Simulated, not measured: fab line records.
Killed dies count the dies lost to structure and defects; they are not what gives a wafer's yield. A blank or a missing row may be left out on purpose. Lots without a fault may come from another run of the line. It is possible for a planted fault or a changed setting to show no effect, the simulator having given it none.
fab line records ; flow gf180mcu ; part 1 of 2: steps 1 to 26 of 36
[record] lots = 5; wafers = 15; last-day = 34
route steps=602 shown M2@375 V2@382 M3@409
lots that met no fault: taken from a fault-free run of the same line
start-h: hours from the record's first day to the start of the lot's first wafer shown ; wait-h: hours from the lot's prior step to this one ; " same as the row above ; L1.1+2: a row that stands for several wafers ; - value missing, or start not given ; * or withheld: withheld ; < > ~ a bound
route shown NAME@n: a module of which the file shows steps, and the number in the route of the first ; usual: mean and standard deviation over wafers with no fault ; same: alike in all rows ; chamber/n: place in a boat ; sites: the reading at each site ; _std_site: their standard deviation ; _edge_site: the outer-site mean with the inner-site mean subtracted ; radius-mm: how far each site lies from the wafer's centre ; mask NAME#n: copy n ; behind: the last tool/chamber to shape the wafer ; hold: reason for holding the lot/hours on hold/outcome of the hold ; device: whichever transistor did not switch (one of n, p or np) ; end of line: tests run on the same wafers once the route is complete ; a step given without rows: its recipe and nothing more ; killed: count of dies lost to structure and defects at first sort (not the wafer's yield) ; map: dies across one wafer; x = killed, . = not, _ = none there
set.NAME: setting as actually run; set.NAME@STEP: the setting as run at that earlier step ; model.NAME: the simulator's own value behind a step, which no gauge read
lots at some steps of the route; a table a step, a row a wafer
services: when a tool's chamber went out of use (start-h, in hours from the record's first day, below 0 if earlier), for how many hours, and the reason
[[steps]]
[step GF_M2_DEVELOP_13]
[recipe] develop-time-s = 60; dev-temp-c = 21
[usual] chill-plate-temp-C = 23.02/0.1
lot.wafer;tool;chamber;start-h;wait-h;chill-plate-temp-C
L074.1;litho-track-04;0;441.39;0.2;23.07
L074.2;litho-track-04;0;441.39;0.2;22.97
L074.6;litho-track-04;0;441.39;0.2;22.89
L075.3;litho-track-01;0;454.75;0.1;22.93
L075.5;litho-track-01;0;454.75;0.1;22.96
L075.6;litho-track-01;0;454.75;0.1;23.06
L079.1;litho-track-01;0;490.65;0.2;23.21
L079.2;litho-track-01;0;490.65;0.2;23.22
L079.3;litho-track-01;0;490.65;0.2;23.11
L083.3;litho-track-02;0;533.45;0.1;23.00
L083.4;litho-track-02;0;533.45;0.1;22.99
L083.5;litho-track-02;0;533.45;0.1;22.88
L095.1;litho-track-02;0;622.05;0.2;23.03
L095.2;litho-track-02;0;622.05;0.2;22.87
L095.5;litho-track-02;0;622.05;0.2;23.04
[step GF_M2_CD_MEAS_14]
[recipe] target-cd-nm = 280
[usual] cd-nm = 280.0/1.1
lot.wafer;tool;chamber;start-h;wait-h;cd-nm
L074.1;cd-sem-01;-;441.54;0.1;280.0
L074.2;cd-sem-01;-;441.54;0.1;280.6
L074.6;cd-sem-01;-;441.54;0.1;280.8
L075.3;cd-sem-01;-;454.89;0.1;280.6
L075.5;cd-sem-01;-;454.89;0.1;279.7
L075.6;cd-sem-01;-;454.89;0.1;280.1
L079.1;cd-sem-02;-;490.80;0.1;280.6
L079.2;cd-sem-02;-;490.80;0.1;280.3
L079.3;cd-sem-02;-;490.80;0.1;279.7
L083.3;cd-sem-01;-;533.59;0.1;278.9
L083.4;cd-sem-01;-;533.59;0.1;279.0
L083.5;cd-sem-01;-;533.59;0.1;278.5
L095.1;cd-sem-02;-;622.20;0.1;279.5
L095.2;cd-sem-02;-;622.20;0.1;279.2
L095.5;cd-sem-02;-;622.20;0.1;278.9
[step GF_M2_OVL_MEAS_15]
[usual] M2_OVL = 0/6.4
lot.wafer;tool;chamber;start-h;wait-h;M2_OVL[nm]
L074.1;overlay-01;-;441.66;0.1;2
L074.2;overlay-01;-;441.66;0.1;5
L074.6;overlay-01;-;441.66;0.1;8
L075.3;overlay-02;-;454.99;0.1;-13
L075.5;overlay-02;-;454.99;0.1;-13
L075.6;overlay-02;-;454.99;0.1;-15
L079.1;overlay-02;-;490.92;0.1;-2
L079.2;overlay-02;-;490.92;0.1;3
L079.3;overlay-02;-;490.92;0.1;1
L083.3;overlay-02;-;533.68;0.1;0
L083.4;overlay-02;-;533.68;0.1;3
L083.5;overlay-02;-;533.68;0.1;9
L095.1;overlay-02;-;622.32;0.1;3
L095.2;overlay-02;-;622.32;0.1;10
L095.5;overlay-02;-;622.32;0.1;7
[step GF_M2_METAL_ETCH_16]
[recipe] chemistry = Cl2/BCl3; mask-material = KrF; target-depth-nm = 750.8; stop-on = SiO2; pressure-mtorr = 8; icp-w = 800; bias-w = 140; Cl2_flow_sccm = 80; bcl3-flow-sccm = 40; time-s = 125.1
[usual] drypump-motor-current-A = 5.9/0.41; oes-product-au = 0.992/0.0064; throttle-valve-pct = 28.229/0.01
lot.wafer;tool;chamber;start-h;wait-h;drypump-motor-current-A;oes-product-au;rf-hours-counter-h;throttle-valve-pct
L074.1;rie-metal-03;1;441.70;0.0;6.2;0.995;13;28.219
L074.2;rie-metal-03;0;441.70;0.0;6.0;0.991;8;28.236
L074.6;rie-metal-03;0;441.70;0.0;6.0;0.990;-;28.218
L075.3;rie-metal-01;0;455.05;0.1;5.4;0.984;-;28.233
L075.5;rie-metal-01;0;455.05;0.1;5.4;0.987;-;28.206
L075.6;rie-metal-01;1;455.05;0.1;6.2;0.977;-;28.253
L079.1;rie-metal-03;0;490.96;0.0;6.0;0.987;10;28.230
L079.2;rie-metal-03;0;490.96;0.0;6.0;0.989;-;28.211
L079.3;rie-metal-03;0;490.96;0.0;6.0;0.992;-;28.236
L083.3;rie-metal-03;0;533.75;0.1;6.0;0.991;-;28.234
L083.4;rie-metal-03;1;533.75;0.1;6.2;0.991;-;28.215
L083.5;rie-metal-03;0;533.75;0.1;6.0;1.001;-;28.229
L095.1;rie-metal-01;1;622.35;0.0;6.2;0.973;2;28.252
L095.2;rie-metal-01;0;622.35;0.0;5.3;0.994;4;28.217
L095.5;rie-metal-01;1;622.35;0.0;6.1;0.965;-;28.250
[step GF_M2_STRIP_17]
[recipe] chemistry = O2/N2; power-w = 1400; pressure-mtorr = 1500; platen-temp-c = 250; o2-flow-sccm = 3000; n2-flow-sccm = 300; overash-fraction = 0.5
[usual] drypump-motor-current-A = 6.1/0.37; heater-power-w = 335/70; oes-product-au = 0.536/0.0049; strip-time-to-endpoint-s = 7.36/0.049
lot.wafer;tool;chamber;start-h;wait-h;drypump-motor-current-A;heater-power-w;oes-product-au;rf-hours-counter-h;strip-time-to-endpoint-s
L074.1;plasma-asher-03;1;441.83;0.1;6.2;232;0.538;2;7.30
L074.2;plasma-asher-03;0;441.83;0.1;6.3;390;0.529;2;7.32
L074.6;plasma-asher-03;0;441.83;0.1;6.3;384;0.535;-;7.37
L075.3;plasma-asher-03;1;455.17;0.1;6.2;231;0.536;-;7.45
L075.5;plasma-asher-03;1;455.17;0.1;6.2;224;0.540;-;7.40
L075.6;plasma-asher-03;0;455.17;0.1;6.4;390;0.548;-;7.54
L079.1;plasma-asher-03;1;491.22;0.2;6.2;227;0.538;7;7.40
L079.2;plasma-asher-03;0;491.22;0.2;6.3;386;0.535;7;7.35
L079.3;plasma-asher-03;0;491.22;0.2;6.3;382;0.531;-;7.42
L083.3;plasma-asher-02;0;533.87;0.1;6.4;396;0.543;-;7.38
L083.4;plasma-asher-02;1;533.87;0.1;6.3;329;0.546;-;7.38
L083.5;plasma-asher-02;0;533.87;0.1;6.4;410;0.549;-;7.42
L095.1;plasma-asher-02;0;622.48;0.1;6.3;412;0.536;55;7.48
L095.2;plasma-asher-02;1;622.48;0.1;6.3;325;0.538;55;7.31
L095.5;plasma-asher-02;1;622.48;0.1;6.3;326;0.542;-;7.47
[step GF_M2_STRIP_18]
[recipe] chemistry = post-etch-residue-remover; time-s = 1200; temp-c = 72.5
lot.wafer;tool;chamber;start-h;wait-h
L074.1+2+6;wet-bench-01;3;441.93;0.1
L075.3+5+6;wet-bench-03;0;455.24;0.0
L079.1+2+3;wet-bench-03;3;491.32;0.1
L083.3+4+5;wet-bench-01;3;533.93;0.0
L095.1+2+5;wet-bench-03;1;622.58;0.1
[step GF_M2_CLEAN_19]
[recipe] chemistry = DIW; dry = n2-spin
lot.wafer;tool;chamber;start-h;wait-h
L074.1+2+6;wet-bench-02;0;442.27;0.0
L075.3+5+6;wet-bench-02;2;455.61;0.0
L079.1+2+3;wet-bench-01;3;491.66;0.0
L083.3+4+5;wet-bench-02;1;534.27;0.0
L095.1+2+5;wet-bench-02;1;622.95;0.0
[step GF_V2_CVD_00]
[recipe] material = SiO2; target-thk-nm = 600; sigma-open-frac = 0.3; temp-c = 400; time-s = 100; sih4-flow-sccm = 60; pressure-mtorr = 6
lot.wafer;tool;chamber;start-h;wait-h
L074.1+2+6;hdpcvd-02;0,2,0;442.36;0.0
L075.3+5+6;hdpcvd-02;2,0,2;455.72;0.0
L079.1+2+3;hdpcvd-02;1,0,2;491.75;0.0
L083.3+4+5;hdpcvd-01;1,2,0;534.37;0.0
L095.1+2+5;hdpcvd-02;0,1,0;623.05;0.0
[step GF_V2_THK_MEAS_01]
[recipe] reads = SiO2_of_V2_CVD_00
[usual] V2_CVD_00_THK = 601/6
lot.wafer;tool;chamber;start-h;wait-h;V2_CVD_00_THK[nm]
L074.1;film-metro-03;-;442.43;0.0;585
L074.2;film-metro-03;-;442.43;0.0;605
L074.6;film-metro-03;-;442.43;0.0;598
L075.3;film-metro-04;-;455.81;0.1;606
L075.5;film-metro-04;-;455.81;0.1;589
L075.6;film-metro-04;-;455.81;0.1;599
L079.1;film-metro-04;-;491.82;0.0;598
L079.2;film-metro-04;-;491.82;0.0;592
L079.3;film-metro-04;-;491.82;0.0;601
L083.3;film-metro-03;-;534.46;0.1;598
L083.4;film-metro-03;-;534.46;0.1;600
L083.5;film-metro-03;-;534.46;0.1;595
L095.1;film-metro-02;-;623.12;0.0;602
L095.2;film-metro-02;-;623.12;0.0;597
L095.5;film-metro-02;-;623.12;0.0;600
[step GF_V2_CVD_02]
[recipe] material = SiO2; target-thk-nm = 850; precursor = TEOS; temp-c = 400; time-s = 94.851; rf-w = 600
[usual] heater-power-outer-w = 355/77; heater-power-w = 621/110
lot.wafer;tool;chamber;start-h;wait-h;heater-power-outer-w;heater-power-w;since-wet-clean-h
L074.1;pecvd-02;2;442.49;0.1;498;829;60
L074.2;pecvd-02;1;442.49;0.1;280;561;60
L074.6;pecvd-02;1;442.49;0.1;312;605;-
L075.3;pecvd-04;2;455.89;0.1;430;683;-
L075.5;pecvd-04;0;455.89;0.1;441;741;-
L075.6;pecvd-04;2;455.89;0.1;470;721;-
L079.1;pecvd-03;0;491.88;0.1;377;732;317
L079.2;pecvd-03;2;491.88;0.1;260;458;317
L079.3;pecvd-03;1;491.88;0.1;295;564;317
L083.3;pecvd-04;0;534.50;0.0;447;777;776
L083.4;pecvd-04;1;534.50;0.0;405;720;-
L083.5;pecvd-04;0;534.50;0.0;343;614;-
L095.1;pecvd-04;2;623.18;0.1;460;693;18
L095.2;pecvd-04;0;623.18;0.1;464;752;18
L095.5;pecvd-04;2;623.18;0.1;480;721;-
[step GF_V2_THK_MEAS_03]
[recipe] reads = SiO2_of_V2_CVD_02
[usual] V2_CVD_02_THK = 850/12
lot.wafer;tool;chamber;start-h;wait-h;V2_CVD_02_THK[nm]
L074.1;film-metro-04;-;442.56;0.0;837
L074.2;film-metro-04;-;442.56;0.0;846
L074.6;film-metro-04;-;442.56;0.0;860
L075.3;film-metro-02;-;455.98;0.1;850
L075.5;film-metro-02;-;455.98;0.1;846
L075.6;film-metro-02;-;455.98;0.1;843
L079.1;film-metro-02;-;491.95;0.0;844
L079.2;film-metro-02;-;491.95;0.0;824
L079.3;film-metro-02;-;491.95;0.0;830
L083.3;film-metro-02;-;534.59;0.1;854
L083.4;film-metro-02;-;534.59;0.1;876
L083.5;film-metro-02;-;534.59;0.1;862
L095.1;film-metro-02;-;623.25;0.0;860
L095.2;film-metro-02;-;623.25;0.0;835
L095.5;film-metro-02;-;623.25;0.0;861
[step GF_V2_CMP_04]
[recipe] material = SiO2; down-force-psi = 4; platen-rpm = 60; pad-velocity-m-s = 0.94248
[usual] motor-current-A = 11.3/0.89; slurry-filter-dp-kPa = 13.51/0.15; time-to-endpoint-s = 83/6
lot.wafer;tool;chamber;start-h;wait-h;motor-current-A;slurry-filter-dp-kPa;time-to-endpoint-s
L074.1;cmp-01;0;442.62;0.1;11.1;13.71;83
L074.2;cmp-01;1;442.62;0.1;10.1;13.59;79
L074.6;cmp-01;0;442.62;0.1;11.2;13.37;88
L075.3;cmp-01;1;456.17;0.2;10.9;13.70;81
L075.5;cmp-01;2;456.17;0.2;10.7;13.47;84
L075.6;cmp-01;3;456.17;0.2;11.2;13.30;74
L079.2;cmp-01;1;492.06;0.1;10.4;13.72;73
L079.1;cmp-01;2;492.06;0.1;10.7;13.42;83
L079.3;cmp-01;3;492.06;0.1;11.7;13.46;68
L083.4;cmp-02;3;534.63;0.0;10.5;13.31;95
L083.3;cmp-02;1;534.63;0.0;10.9;13.77;79
L083.5;cmp-02;0;534.63;0.0;13.4;13.44;86
L095.1;cmp-01;0;623.36;0.1;11.2;13.39;94
L095.2;cmp-01;2;623.36;0.1;11.1;13.36;82
L095.5;cmp-01;3;623.36;0.1;11.6;13.86;82
[step GF_V2_BOW_MEAS_05]
[recipe] mode = bow
[usual] V2_BOW = 97/7.8
lot.wafer;tool;chamber;start-h;wait-h;V2_BOW[um]
L074.1;film-metro-04;-;442.92;0.2;94
L074.2;film-metro-04;-;442.92;0.2;97
L074.6;film-metro-04;-;442.92;0.2;84
L075.3;film-metro-03;-;456.36;0.1;81
L075.5;film-metro-03;-;456.36;0.1;83
L075.6;film-metro-03;-;456.36;0.1;96
L079.1;film-metro-04;-;492.31;0.1;97
L079.2;film-metro-04;-;492.31;0.1;114
L079.3;film-metro-04;-;492.31;0.1;88
L083.3;film-metro-02;-;534.97;0.2;97
L083.4;film-metro-02;-;534.97;0.2;100
L083.5;film-metro-02;-;534.97;0.2;114
L095.1;film-metro-03;-;623.61;0.2;102
L095.2;film-metro-03;-;623.61;0.2;110
L095.5;film-metro-03;-;623.61;0.2;100
[step GF_V2_DEHYDRATE_06]
[recipe] temp-c = 200; time-s = 60
[usual] chill-plate-temp-C = 22.99/0.11
lot.wafer;tool;chamber;start-h;wait-h;chill-plate-temp-C
L074.1;litho-track-03;0;455.33;12.4;22.85
L074.2;litho-track-03;0;455.33;12.4;22.97
L074.6;litho-track-03;0;455.33;12.4;23.09
L075.3;litho-track-02;0;467.65;11.3;23.14
L075.5;litho-track-02;0;467.65;11.3;23.03
L075.6;litho-track-02;0;467.65;11.3;23.15
L079.1;litho-track-02;0;503.60;11.3;22.86
L079.2;litho-track-02;0;503.60;11.3;22.94
L079.3;litho-track-02;0;503.60;11.3;23.01
L083.3;litho-track-03;0;545.48;10.5;22.93
L083.4;litho-track-03;0;545.48;10.5;22.89
L083.5;litho-track-03;0;545.48;10.5;23.01
L095.1;litho-track-02;0;633.85;10.2;23.04
L095.2;litho-track-02;0;633.85;10.2;23.07
L095.5;litho-track-02;0;633.85;10.2;23.14
[step GF_V2_HMDS_07]
[recipe] prime-time-s = 60; prime-temp-c = 120
[usual] chill-plate-temp-C = 22.97/0.1
[same] prime-time-s = 60
lot.wafer;tool;chamber;start-h;wait-h;chill-plate-temp-C
L074.1;litho-track-03;0;455.48;0.1;23.00
L074.2;litho-track-03;0;455.48;0.1;23.07
L074.6;litho-track-03;0;455.48;0.1;23.05
L075.3;litho-track-02;0;467.80;0.1;23.10
L075.5;litho-track-02;0;467.80;0.1;23.14
L075.6;litho-track-02;0;467.80;0.1;23.20
L079.1;litho-track-02;0;503.75;0.1;23.10
L079.2;litho-track-02;0;503.75;0.1;22.98
L079.3;litho-track-02;0;503.75;0.1;22.94
L083.3;litho-track-03;0;545.63;0.1;22.84
L083.4;litho-track-03;0;545.63;0.1;22.92
L083.5;litho-track-03;0;545.63;0.1;22.92
L095.1;litho-track-02;0;634.00;0.1;23.01
L095.2;litho-track-02;0;634.00;0.1;22.99
L095.5;litho-track-02;0;634.00;0.1;23.05
[step GF_V2_COAT_08]
[recipe] resist = BARC; temp-c = withheld; time-s = withheld; spin-rpm = withheld; resist-thk-nm = withheld
[usual] chill-plate-temp-C = *
lot.wafer;tool;chamber;start-h;wait-h;chill-plate-temp-C
L074.1;litho-track-03;0;455.63;0.1;*
L074.2;litho-track-03;0;455.63;0.1;*
L074.6;litho-track-03;0;455.63;0.1;*
L075.3;litho-track-02;0;467.95;0.1;*
L075.5;litho-track-02;0;467.95;0.1;*
L075.6;litho-track-02;0;467.95;0.1;*
L079.1;litho-track-02;0;503.90;0.1;*
L079.2;litho-track-02;0;503.90;0.1;*
L079.3;litho-track-02;0;503.90;0.1;*
L083.3;litho-track-03;0;545.78;0.1;*
L083.4;litho-track-03;0;545.78;0.1;*
L083.5;litho-track-03;0;545.78;0.1;*
L095.1;litho-track-02;0;634.15;0.1;*
L095.2;litho-track-02;0;634.15;0.1;*
L095.5;litho-track-02;0;634.15;0.1;*
[step GF_V2_COAT_09]
[recipe] resist = KrF; spin-rpm = withheld; resist-thk-nm = 1000
[usual] chill-plate-temp-C = 23.00/0.1
lot.wafer;tool;chamber;start-h;wait-h;chill-plate-temp-C
L074.1;litho-track-03;0;-;-;22.95
L074.2;litho-track-03;0;-;-;22.97
L074.6;litho-track-03;0;-;-;23.10
L075.3;litho-track-02;0;-;-;23.15
L075.5;litho-track-02;0;-;-;23.18
L075.6;litho-track-02;0;-;-;23.15
L079.1;litho-track-02;0;-;-;22.93
L079.2;litho-track-02;0;-;-;23.01
L079.3;litho-track-02;0;-;-;23.10
L083.3;litho-track-03;0;-;-;22.84
L083.4;litho-track-03;0;-;-;22.93
L083.5;litho-track-03;0;-;-;23.09
L095.1;litho-track-02;0;-;-;23.05
L095.2;litho-track-02;0;-;-;23.09
L095.5;litho-track-02;0;-;-;23.10
[step GF_V2_SOFTBAKE_10]
[recipe] temp-c = 130; time-s = 60; resist = KrF
[usual] chill-plate-temp-C = 22.98/0.1
lot.wafer;tool;chamber;start-h;wait-h;chill-plate-temp-C
L074.1;litho-track-03;0;-;-;23.03
L074.2;litho-track-03;0;-;-;23.00
L074.6;litho-track-03;0;-;-;22.95
L075.3;litho-track-02;0;-;-;23.15
L075.5;litho-track-02;0;-;-;23.04
L075.6;litho-track-02;0;-;-;23.09
L079.1;litho-track-02;0;-;-;23.00
L079.2;litho-track-02;0;-;-;23.10
L079.3;litho-track-02;0;-;-;23.01
L083.3;litho-track-03;0;-;-;22.94
L083.4;litho-track-03;0;-;-;23.05
L083.5;litho-track-03;0;-;-;22.83
L095.1;litho-track-02;0;-;-;23.11
L095.2;litho-track-02;0;-;-;23.25
L095.5;litho-track-02;0;-;-;23.08
[step GF_V2_EXPOSE_11]
[recipe] mask-id = Via2; target-cd-nm = 260; na = 0.68; source-shape = conventional; sigma-outer = 0.6; dose-mj = 38
lot.wafer;tool;chamber;start-h;wait-h;mask
L074.1+2+6;krf-scanner-02;0;-;-;Via2#0
L075.3+5+6;krf-scanner-02;0;-;-;Via2#0
L079.1+2+3;krf-scanner-02;0;-;-;Via2#0
L083.3+4+5;krf-scanner-01;0;-;-;Via2#0
L095.1+2+5;krf-scanner-01;0;-;-;Via2#0
[step GF_V2_PEB_12]
[recipe] peb-temp-c = 135; peb-time-s = 90; resist = KrF
[usual] chill-plate-temp-C = 22.98/0.097
lot.wafer;tool;chamber;start-h;wait-h;chill-plate-temp-C
L074.1;litho-track-02;0;-;-;22.94
L074.2;litho-track-02;0;-;-;23.10
L074.6;litho-track-02;0;-;-;23.11
L075.3;litho-track-03;0;-;-;22.89
L075.5;litho-track-03;0;-;-;22.87
L075.6;litho-track-03;0;-;-;22.88
L079.1;litho-track-02;0;-;-;23.01
L079.2;litho-track-02;0;-;-;22.85
L079.3;litho-track-02;0;-;-;22.89
L083.3;litho-track-03;0;-;-;22.83
L083.4;litho-track-03;0;-;-;23.06
L083.5;litho-track-03;0;-;-;22.93
L095.1;litho-track-02;0;-;-;22.97
L095.2;litho-track-02;0;-;-;23.02
L095.5;litho-track-02;0;-;-;22.96
[step GF_V2_DEVELOP_13]
[recipe] develop-time-s = 60; resist = KrF; dev-temp-c = 21
[usual] chill-plate-temp-C = 23.00/0.12
lot.wafer;tool;chamber;start-h;wait-h;chill-plate-temp-C
L074.1;litho-track-02;0;467.45;0.2;23.02
L074.2;litho-track-02;0;467.45;0.2;23.05
L074.6;litho-track-02;0;467.45;0.2;23.11
L075.3;litho-track-03;0;480.88;0.1;23.20
L075.5;litho-track-03;0;480.88;0.1;23.05
L075.6;litho-track-03;0;480.88;0.1;22.85
L079.1;litho-track-02;0;515.45;0.2;22.85
L079.2;litho-track-02;0;515.45;0.2;22.86
L079.3;litho-track-02;0;515.45;0.2;22.93
L083.3;litho-track-03;0;557.23;0.1;22.92
L083.4;litho-track-03;0;557.23;0.1;22.94
L083.5;litho-track-03;0;557.23;0.1;23.09
L095.1;litho-track-02;0;644.10;0.2;22.98
L095.2;litho-track-02;0;644.10;0.2;22.80
L095.5;litho-track-02;0;644.10;0.2;22.91
[step GF_V2_CD_MEAS_14]
[recipe] target-cd-nm = 260
[usual] cd-nm = 260.1/1.3
lot.wafer;tool;chamber;start-h;wait-h;cd-nm
L074.1;cd-sem-02;-;467.60;0.1;259.5
L074.2;cd-sem-02;-;467.60;0.1;259.1
L074.6;cd-sem-02;-;467.60;0.1;259.3
L075.3;cd-sem-01;-;481.02;0.1;258.2
L075.5;cd-sem-01;-;481.02;0.1;257.4
L075.6;cd-sem-01;-;481.02;0.1;257.5
L079.1;cd-sem-02;-;515.60;0.1;260.9
L079.2;cd-sem-02;-;515.60;0.1;260.4
L079.3;cd-sem-02;-;515.60;0.1;261.7
L083.3;cd-sem-01;-;557.37;0.1;258.7
L083.4;cd-sem-01;-;557.37;0.1;258.7
L083.5;cd-sem-01;-;557.37;0.1;259.9
L095.1;cd-sem-01;-;644.25;0.1;258.9
L095.2;cd-sem-01;-;644.25;0.1;260.2
L095.5;cd-sem-01;-;644.25;0.1;259.5
[step GF_V2_OVL_MEAS_15]
[usual] V2_OVL = -2/4.8
lot.wafer;tool;chamber;start-h;wait-h;V2_OVL[nm]
L074.1;overlay-01;-;467.72;0.1;4
L074.2;overlay-01;-;467.72;0.1;9
L074.6;overlay-01;-;467.72;0.1;-2
L075.3;overlay-01;-;481.12;0.1;-7
L075.5;overlay-01;-;481.12;0.1;-8
L075.6;overlay-01;-;481.12;0.1;-5
L079.1;overlay-01;-;515.72;0.1;-5
L079.2;overlay-01;-;515.72;0.1;-11
L079.3;overlay-01;-;515.72;0.1;-2
L083.3;overlay-01;-;557.47;0.1;-1
L083.4;overlay-01;-;557.47;0.1;-3
L083.5;overlay-01;-;557.47;0.1;-4
L095.1;overlay-02;-;644.37;0.1;-5
L095.2;overlay-02;-;644.37;0.1;-7
L095.5;overlay-02;-;644.37;0.1;-5
[step GF_V2_ETCH_16]
[recipe] chemistry = N2/H2; target-depth-a = withheld; overetch-a = withheld; time-s = withheld; target = BARC; ion-energy-ev = 200; source-w = 500; bias-w = 100; pressure-mtorr = 30; n2-flow-sccm = 100; h2-flow-sccm = 200
[usual] drypump-motor-current-A = 5.8/0.39; oes-product-au = 0.855/0.0047; throttle-valve-pct = 13.225/0.009
lot.wafer;tool;chamber;start-h;wait-h;drypump-motor-current-A;oes-product-au;throttle-valve-pct
L074.1;rie-diel-01;0;467.75;0.0;5.3;0.861;13.228
L074.2;rie-diel-01;3;467.75;0.0;5.2;0.848;13.201
L074.6;rie-diel-01;3;467.75;0.0;5.2;0.848;13.228
L075.3;rie-diel-03;2;481.14;0.0;5.9;0.856;13.230
L075.5;rie-diel-03;2;481.14;0.0;5.9;0.849;13.218
L075.6;rie-diel-03;3;481.14;0.0;5.9;0.859;13.223
L079.1;rie-diel-03;0;515.75;0.0;6.4;0.844;13.223
L079.2;rie-diel-03;3;515.75;0.0;5.9;0.859;13.228
L079.3;rie-diel-03;2;515.75;0.0;5.9;0.847;13.229
L083.3;rie-diel-03;3;557.49;0.0;5.9;0.855;13.224
L083.4;rie-diel-03;1;557.49;0.0;5.6;0.855;13.238
L083.5;rie-diel-03;2;557.49;0.0;5.9;0.849;13.224
L095.1;rie-diel-01;1;644.40;0.0;5.4;0.852;13.234
L095.2;rie-diel-01;0;644.40;0.0;5.3;0.851;13.228
L095.5;rie-diel-01;1;644.40;0.0;5.4;0.857;13.230
[step GF_V2_ETCH_17]
[recipe] chemistry = C4F8/O2/Ar; mask-material = KrF; target = SiO2; stop-on = TiN; source-w = 1500; bias-w = 1200; pressure-mtorr = 40; c4f8-flow-sccm = withheld; O2_flow_sccm = 6; Ar_flow_sccm = 300; time-s = withheld; target-depth-a = 6300
[usual] oes-product-au = 0.857/0.0043
lot.wafer;tool;chamber;start-h;wait-h;oes-product-au
L074.1;rie-diel-01;0;-;-;0.843
L074.2;rie-diel-01;3;-;-;0.851
L074.6;rie-diel-01;3;-;-;0.859
L075.3;rie-diel-03;2;-;-;0.856
L075.5;rie-diel-03;2;-;-;0.851
L075.6;rie-diel-03;3;-;-;0.854
L079.1;rie-diel-03;0;-;-;0.852
L079.2;rie-diel-03;3;-;-;0.863
L079.3;rie-diel-03;2;-;-;0.861
L083.3;rie-diel-03;3;-;-;0.855
L083.4;rie-diel-03;1;-;-;0.854
L083.5;rie-diel-03;2;-;-;0.857
L095.1;rie-diel-01;1;-;-;0.858
L095.2;rie-diel-01;0;-;-;0.852
L095.5;rie-diel-01;1;-;-;0.851
[step GF_V2_STRIP_18]
[recipe] chemistry = O2/N2; power-w = 1400; pressure-mtorr = 1500; platen-temp-c = 250; o2-flow-sccm = 3000; n2-flow-sccm = 300; overash-fraction = 0.5
[usual] drypump-motor-current-A = 5.8/0.49; heater-power-w = 337/57; oes-product-au = 0.593/0.0048
lot.wafer;tool;chamber;start-h;wait-h;drypump-motor-current-A;heater-power-w;oes-product-au;rf-hours-counter-h
L074.1;plasma-asher-04;1;467.88;-;5.6;342;0.598;82
L074.2;plasma-asher-04;0;467.88;-;5.1;361;0.588;82
L074.6;plasma-asher-04;0;467.88;-;5.1;366;0.594;-
L075.3;plasma-asher-04;0;481.30;-;5.1;367;0.585;-
L075.5;plasma-asher-04;0;481.30;-;5.1;354;0.597;-
L075.6;plasma-asher-04;1;481.30;-;5.6;334;0.593;-
L079.1;plasma-asher-04;1;515.88;-;5.6;345;0.592;87
L079.2;plasma-asher-04;0;515.88;-;5.1;358;0.595;87
L079.3;plasma-asher-04;1;515.88;-;5.6;338;0.583;-
L083.3;plasma-asher-04;0;557.65;-;5.1;367;0.582;-
L083.4;plasma-asher-04;1;557.65;-;5.6;336;0.596;-
L083.5;plasma-asher-04;1;557.65;-;5.6;348;0.588;-
L095.1;plasma-asher-02;0;644.53;-;6.3;397;0.582;57
L095.2;plasma-asher-02;1;644.53;-;6.3;327;0.589;57
L095.5;plasma-asher-02;0;644.53;-;6.4;410;0.590;-
